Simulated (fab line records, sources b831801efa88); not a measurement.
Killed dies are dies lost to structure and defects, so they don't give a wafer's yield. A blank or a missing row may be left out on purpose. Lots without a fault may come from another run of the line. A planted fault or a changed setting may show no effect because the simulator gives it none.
Which tool did it? | flow gf180mcu | 11 lots, 31 wafers sampled, at 5 steps of a route of 602

WHAT THE GAUGES READ, wafer by wafer
The record holds no reading of a measuring or inspecting step that can be judged against a usual standard deviation.

WHICH TOOL RAN EACH LOT (tool, then ch and the chambers of the sampled wafers, then the start)
lot  | GF_CONTACT_CVD_02               | GF_CONTACT_ETCH_16                 | GF_CONTACT_ETCH_17                            | GF_M1_METAL_ETCH_16               | GF_M1_STRIP_17
L431 | pecvd-03 ch 0,1,2, day 14 22:10 | rie_diel-04 ch 0,1, day 15 20:43   | rie_diel-04 ch 0,1, day 16 20:26 or earlier   | rie_metal-04 ch 0,1, day 16 20:26 | plasma_asher-03 ch 0,1, day 16 20:32
L432 | pecvd-03 ch 0,1,2, day 15 06:59 | rie_diel-01 ch 1,2,3, day 16 05:47 | rie_diel-01 ch 1,2,3, day 17 05:19 or earlier | rie_metal-03 ch 0,1, day 17 05:19 | plasma_asher-01 ch 0,1, day 17 05:27
L434 | pecvd-01 ch 0,1,2, day 16 01:46 | rie_diel-04 ch 0,2, day 17 00:41   | rie_diel-04 ch 0,2, day 18 01:44 or earlier   | rie_metal-03 ch 0,1, day 18 01:44 | plasma_asher-03 ch 0,1, day 18 01:52
L435 | pecvd-04 ch 1,2, day 16 07:11   | rie_diel-03 ch 1,2, day 17 05:30   | rie_diel-03 ch 1,2, day 18 06:10 or earlier   | rie_metal-01 ch 0,1, day 18 06:10 | plasma_asher-03 ch 0,1, day 18 06:17
L436 | pecvd-01 ch 1,2, day 16 13:38   | rie_diel-01 ch 0,1,2, day 17 12:41 | rie_diel-01 ch 0,1,2, day 18 14:12 or earlier | rie_metal-04 ch 0,1, day 18 14:12 | plasma_asher-01 ch 0,1, day 18 14:20
L437 | pecvd-04 ch 0,1,2, day 17 02:40 | rie_diel-01 ch 1,2,3, day 18 03:34 | rie_diel-01 ch 1,2,3, day 19 04:32 or earlier | rie_metal-03 ch 0,1, day 19 04:32 | plasma_asher-01 ch 0,1, day 19 04:40
L438 | pecvd-03 ch 0,1, day 18 02:30   | rie_diel-03 ch 2,3, day 19 02:46   | rie_diel-03 ch 2,3, day 20 04:41 or earlier   | rie_metal-03 ch 0,1, day 20 04:41 | plasma_asher-01 ch 0,1, day 20 04:49
L444 | pecvd-03 ch 0,2, day 20 15:04   | rie_diel-03 ch 0,1, day 21 16:02   | rie_diel-03 ch 0,1, day 22 17:11 or earlier   | rie_metal-03 ch 1, day 22 17:11   | plasma_asher-03 ch 0, day 22 17:19
L449 | pecvd-04 ch 1, day 21 22:25     | rie_diel-01 ch 2,3, day 22 21:43   | rie_diel-01 ch 2,3, day 23 22:10 or earlier   | rie_metal-01 ch 0,1, day 23 22:10 | plasma_asher-03 ch 1, day 23 22:17
L451 | pecvd-03 ch 0,1,2, day 22 04:47 | rie_diel-03 ch 0,2,3, day 23 04:53 | rie_diel-03 ch 0,2,3, day 24 04:46 or earlier | rie_metal-01 ch 0,1, day 24 04:46 | plasma_asher-01 ch 0,1, day 24 04:53
L452 | pecvd-01 ch 0,1,2, day 22 13:00 | rie_diel-01 ch 0,2,3, day 23 13:29 | rie_diel-01 ch 0,2,3, day 24 12:47 or earlier | rie_metal-01 ch 1, day 24 12:47   | plasma_asher-01 ch 0,1, day 24 12:55
- GF_CONTACT_CVD_02: deposits SiO2 from TEOS, target thk 860 nm, time 95.992 s.
- GF_CONTACT_ETCH_16: etches BARC in N2/H2.
- GF_CONTACT_ETCH_17: etches SiO2 in C4F8/O2/Ar, stops on CoSi2, target depth 860 nm.
- GF_M1_METAL_ETCH_16: etches the open film in Cl2/BCl3, stops on SiO2, target depth 750.8 nm, time 125.1 s.
- GF_M1_STRIP_17: strips in O2/N2.

WHAT THE TOOLS THEMSELVES READ (means of the sampled wafers that have a number; where no wafer has one, the mark that the record gives instead)
GF_CONTACT_CVD_02. Usual: heater_power_w 723 W, standard deviation 95; susceptor_temp_C 399.97 C, standard deviation 0.19.
lot  | tool     | heater_power_w (W) | susceptor_temp_C (C) | flag
L431 | pecvd-03 | 738                | 399.95               |
L432 | pecvd-03 | 714                | 399.85               |
L434 | pecvd-01 | 714                | 399.85               |
L435 | pecvd-04 | 683                | 400.01               |
L436 | pecvd-01 | 711                | 399.77               |
L437 | pecvd-04 | 681                | 400.06               |
L438 | pecvd-03 | 699                | 400.10               |
L444 | pecvd-03 | 826                | 399.84               |
L449 | pecvd-04 | 612                | 400.17               |
L451 | pecvd-03 | 781                | 400.21               |
L452 | pecvd-01 | 717                | 400.12               |

GF_CONTACT_ETCH_16. Usual: chamber_pressure_mTorr 29.998 mTorr, standard deviation 0.027; drypump_motor_current_A 5.7 A, standard deviation 0.44; h2_flow_sccm 200.0 sccm, standard deviation 0.67; oes_product_au 0.855 a.u., standard deviation 0.0055; throttle_valve_pct 13.225 %, standard deviation 0.0097.
lot  | tool        | chamber_pressure_mTorr (mTorr) | drypump_motor_current_A (A) | h2_flow_sccm (sccm) | oes_product_au (a.u.) | throttle_valve_pct (%) | flag
L431 | rie_diel-04 | 29.994                         | 5.5                         | 199.6               | 0.856                 | 13.230                 |
L432 | rie_diel-01 | 29.979                         | 5.9                         | 200.6               | 0.855                 | 13.213                 |
L434 | rie_diel-04 | 29.995                         | 6.0                         | 199.9               | 0.855                 | 13.222                 |
L435 | rie_diel-03 | 30.002                         | 5.3                         | 199.4               | 0.857                 | 13.221                 |
L436 | rie_diel-01 | 29.968                         | 5.7                         | 200.4               | 0.854                 | 13.230                 |
L437 | rie_diel-01 | 29.990                         | 5.9                         | 199.8               | 0.853                 | 13.237                 |
L438 | rie_diel-03 | 29.966                         | 5.8                         | 200.2               | 0.854                 | 13.220                 |
L444 | rie_diel-03 | 30.016                         | 5.6                         | 200.0               | 0.853                 | 13.229                 |
L449 | rie_diel-01 | 30.000                         | 6.2                         | 200.3               | 0.848                 | 13.212                 |
L451 | rie_diel-03 | 29.986                         | 5.9                         | 200.6               | 0.855                 | 13.228                 |
L452 | rie_diel-01 | 30.007                         | 6.0                         | 200.1               | 0.853                 | 13.229                 |

GF_CONTACT_ETCH_17. Usual: chamber_pressure_mTorr 40.00 mTorr, standard deviation 0.035; oes_product_au 0.817 a.u., standard deviation 0.0051.
lot  | tool        | chamber_pressure_mTorr (mTorr) | oes_product_au (a.u.) | flag
L431 | rie_diel-04 | 40.03                          | 0.817                 |
L432 | rie_diel-01 | 40.00                          | 0.816                 |
L434 | rie_diel-04 | 40.00                          | 0.819                 |
L435 | rie_diel-03 | 39.97                          | 0.822                 |
L436 | rie_diel-01 | 39.96                          | 0.813                 |
L437 | rie_diel-01 | 40.00                          | 0.818                 |
L438 | rie_diel-03 | 39.99                          | 0.822                 |
L444 | rie_diel-03 | 39.95                          | 0.821                 |
L449 | rie_diel-01 | 39.98                          | 0.816                 |
L451 | rie_diel-03 | 39.99                          | 0.819                 |
L452 | rie_diel-01 | 40.01                          | 0.809                 |

GF_M1_METAL_ETCH_16. Usual: chamber_pressure_mTorr 8.000 mTorr, standard deviation 0.009; drypump_motor_current_A 5.8 A, standard deviation 0.45; oes_product_au 0.988 a.u., standard deviation 0.0087; run_length_s 153.3 s, standard deviation 0.35; throttle_valve_pct 28.232 %, standard deviation 0.012.
lot  | tool         | chamber_pressure_mTorr (mTorr) | drypump_motor_current_A (A) | oes_product_au (a.u.) | run_length_s (s) | throttle_valve_pct (%) | flag
L431 | rie_metal-04 | 7.999                          | 5.5                         | 0.991                 | 153.3            | 28.233                 |
L432 | rie_metal-03 | 7.991                          | 6.3                         | 0.989                 | 153.2            | 28.229                 |
L434 | rie_metal-03 | 7.984                          | 6.3                         | 0.985                 | 153.0            | 28.244                 |
L435 | rie_metal-01 | 8.000                          | 5.3                         | 0.976                 | 153.6            | 28.245                 |
L436 | rie_metal-04 | 7.998                          | 5.5                         | 0.994                 | 153.5            | 28.226                 |
L437 | rie_metal-03 | 8.001                          | 6.3                         | 0.993                 | 153.1            | 28.231                 |
L438 | rie_metal-03 | 8.005                          | 6.3                         | 0.997                 | 152.9            | 28.226                 |
L444 | rie_metal-03 | 8.008                          | 6.0                         | 0.999                 | 148.6            | 28.214                 | OFF
L449 | rie_metal-01 | 7.996                          | 5.3                         | 0.988                 | 153.7            | 28.230                 |
L451 | rie_metal-01 | 7.998                          | 5.3                         | 0.966                 | 153.3            | 28.241                 |
L452 | rie_metal-01 | 8.004                          | 5.5                         | 0.988                 | 153.4            | 28.226                 |

GF_M1_STRIP_17. Usual: chamber_pressure_mTorr 1499.9 mTorr, standard deviation 1.2; drypump_motor_current_A 5.48 A, standard deviation 0.18; heater_power_w 340 W, standard deviation 49; oes_product_au 0.537 a.u., standard deviation 0.0054; strip_time_to_endpoint_s 7.38 s, standard deviation 0.074.
lot  | tool            | chamber_pressure_mTorr (mTorr) | drypump_motor_current_A (A) | heater_power_w (W) | oes_product_au (a.u.) | strip_time_to_endpoint_s (s) | flag
L431 | plasma_asher-03 | 1500.4                         | 5.33                        | 311                | 0.538                 | 7.38                         |
L432 | plasma_asher-01 | 1501.0                         | 5.61                        | 361                | 0.539                 | 7.36                         |
L434 | plasma_asher-03 | 1500.7                         | 5.32                        | 305                | 0.535                 | 7.37                         |
L435 | plasma_asher-03 | 1500.8                         | 5.34                        | 318                | 0.544                 | 7.50                         |
L436 | plasma_asher-01 | 1500.6                         | 5.63                        | 356                | 0.532                 | 7.32                         |
L437 | plasma_asher-01 | 1500.3                         | 5.56                        | 322                | 0.536                 | 7.35                         |
L438 | plasma_asher-01 | 1499.4                         | 5.58                        | 323                | 0.535                 | 7.34                         |
L444 | plasma_asher-03 | 1500.7                         | 5.32                        | 349                | 0.536                 | 7.42                         |
L449 | plasma_asher-03 | 1500.7                         | 5.38                        | 285                | 0.538                 | 7.42                         |
L451 | plasma_asher-01 | 1500.0                         | 5.63                        | 364                | 0.538                 | 7.49                         |
L452 | plasma_asher-01 | 1500.0                         | 5.58                        | 322                | 0.539                 | 7.36                         |

THE ANSWER, worked out from the rows above alone
Rule: a lot is off if the mean of its wafers that have a number lies more than 3 standard deviations from the usual mean. A lot without any number at a reading at which 4 lots or more have one is off too. The other lots that the step has rows for count as sound. The gauges are gone through in route order, then the tools' own readings, and for those a lot's mean is taken as printed above. The first step at which some lot is off is used, and at that step the reading that is off furthest; a lot without a number counts as furthest.
Off: L444, at GF_M1_METAL_ETCH_16 (run_length_s).
A tool fits if, at that step or a process step before it, it ran every lot that is off, and no sound lot after the first of them. GF_CONTACT_ETCH_17 gives no start for some lots, so the hours and the order of its lots are those of GF_M1_METAL_ETCH_16. One fits: rie_metal-03 at GF_M1_METAL_ETCH_16. Its last sound lot is L438 (day 20 04:41), its first lot that is off L444 (day 22 17:11): a fault that began between those two fits.
The tool's own readings at GF_M1_METAL_ETCH_16 bear it out: on the lots that are off they differ by more than 5 times the standard deviation of the sound lots' means. run_length_s reads 148.6 s there against 153.3 s on the sound lots.

WHAT THE SIMULATOR HAD PUT IN
Process parameter drift: rie_metal-03, from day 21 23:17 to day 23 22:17, at GF_M1_METAL_ETCH_16. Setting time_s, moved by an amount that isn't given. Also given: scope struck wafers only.
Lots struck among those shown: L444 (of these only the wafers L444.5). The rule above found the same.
